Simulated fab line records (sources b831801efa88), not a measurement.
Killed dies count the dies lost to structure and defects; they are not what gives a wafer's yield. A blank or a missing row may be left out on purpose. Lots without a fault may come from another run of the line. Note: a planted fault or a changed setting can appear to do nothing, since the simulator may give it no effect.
Chamber matching :: flow gf180mcu :: cmp-02 running GF_CONTACT_CMP_27: 4 sister chambers
The step polishes, stops on SiO2, t overpolish 15 s, target thk 0 nm. 4 wafers are shown with their chamber, then 12 later ones without.

## EACH WAFER AND ITS CHAMBER
wafer: L084.4
chamber: 1
motorCurrentA (A): 9.7

wafer: L087.2
chamber: 3
motorCurrentA (A): 10.6

wafer: L087.3
chamber: 0
motorCurrentA (A): 11.1

wafer: L087.4
chamber: 2
motorCurrentA (A): 9.9

## WAFERS WHOSE CHAMBER IS MISSING
wafer: L088.1
motorCurrentA (A): 9.6

wafer: L088.2
motorCurrentA (A): 9.6

wafer: L088.5
motorCurrentA (A): 10.1

wafer: L093.2
motorCurrentA (A): 10.3

wafer: L093.3
motorCurrentA (A): 9.9

wafer: L093.5
motorCurrentA (A): 9.7

wafer: L095.2
motorCurrentA (A): 9.5

wafer: L095.5
motorCurrentA (A): 9.9

wafer: L095.6
motorCurrentA (A): 10.6

wafer: L097.3
motorCurrentA (A): 9.6

wafer: L097.4
motorCurrentA (A): 9.4

wafer: L097.6
motorCurrentA (A): 10.8

## WHICH CHAMBER EACH ONE RAN IN
wafer: L088.1
from the rows above: can't be placed: 1 or 2
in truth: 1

wafer: L088.2
from the rows above: can't be placed: 1 or 2
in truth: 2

wafer: L088.5
from the rows above: can't be placed: 2 or 1 or 3
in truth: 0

wafer: L093.2
from the rows above: can't be placed: 3 or 2 or 1
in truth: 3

wafer: L093.3
from the rows above: can't be placed: 2 or 1
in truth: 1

wafer: L093.5
from the rows above: can't be placed: 1 or 2
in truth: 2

wafer: L095.2
from the rows above: can't be placed: 1 or 2
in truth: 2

wafer: L095.5
from the rows above: can't be placed: 2 or 1
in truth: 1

wafer: L095.6
from the rows above: 3
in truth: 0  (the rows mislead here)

wafer: L097.3
from the rows above: can't be placed: 1 or 2
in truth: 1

wafer: L097.4
from the rows above: can't be placed: 1 or 2
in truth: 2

wafer: L097.6
from the rows above: can't be placed: 3 or 0
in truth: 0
0 of 12 placed correctly. Not placeable from these rows: 11 (in 10, the candidates include the true chamber). Wrongly placed: 1.
How it was worked out, from the rows above alone: a wafer's distance from a chamber is the root of the sum, over the readings, of the square of ((its reading less the chamber's mean) divided by the reading's scatter). The wafer belongs to the nearest chamber; if the next one is less than 2 further off, it can't be placed. The mean given for a chamber averages the wafers shown for that chamber. The scatter (one wafer shown for each chamber): square how far every hidden wafer sits from the nearest shown wafer, average those squares and take the square root.
